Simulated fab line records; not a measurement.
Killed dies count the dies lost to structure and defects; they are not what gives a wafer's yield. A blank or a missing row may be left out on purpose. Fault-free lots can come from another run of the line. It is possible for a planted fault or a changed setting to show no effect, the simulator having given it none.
Chamber matching + flow gf180mcu + pecvd-03 running GF_V1_CVD_02: 3 sister chambers
The step deposits SiO2 from TEOS, target thk 850 nm, time 94.851 s. 3 wafers are shown with their chamber, then 7 later ones without.

== WAFERS PAIRED WITH THEIR CHAMBERS ==
| wafer  | chamber | heater_power_w (W) |
|--------|---------|--------------------|
| L869.1 | 2       | 565                |
| L874.1 | 1       | 606                |
| L874.2 | 0       | 664                |

== WAFERS MISSING THEIR CHAMBER ==
| wafer  | heater_power_w (W) |
|--------|--------------------|
| L874.3 | 544                |
| L875.1 | 524                |
| L875.3 | 598                |
| L875.4 | 588                |
| L882.1 | 516                |
| L882.2 | 712                |
| L882.5 | 583                |

== EACH ONE'S CHAMBER ==
| wafer  | from the rows above          | in truth |
|--------|------------------------------|----------|
| L874.3 | can't be placed: 2 or 1      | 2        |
| L875.1 | can't be placed: 2 or 1      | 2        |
| L875.3 | can't be placed: 1 or 2 or 0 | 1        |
| L875.4 | can't be placed: 1 or 2 or 0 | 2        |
| L882.1 | can't be placed: 2 or 1      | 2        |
| L882.2 | can't be placed: 0 or 1      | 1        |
| L882.5 | can't be placed: 2 or 1 or 0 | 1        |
Correct placement for 0 of the 7. Can't be placed from these rows: 7 (the true chamber is among the candidates in 7). Placed wrongly: 0.
How it was worked out, from the rows above alone: a wafer's distance from a chamber is the root of the sum, over the readings, of the square of ((its reading less the chamber's mean) divided by the reading's scatter). If the next closest chamber is less than 2 further off than the closest, the wafer can't be placed; otherwise it belongs to the closest. A chamber's mean is the mean of its shown wafers. The scatter: with one shown wafer a chamber, the root of the mean of the squares of how far each hidden wafer lies from its nearest shown one.
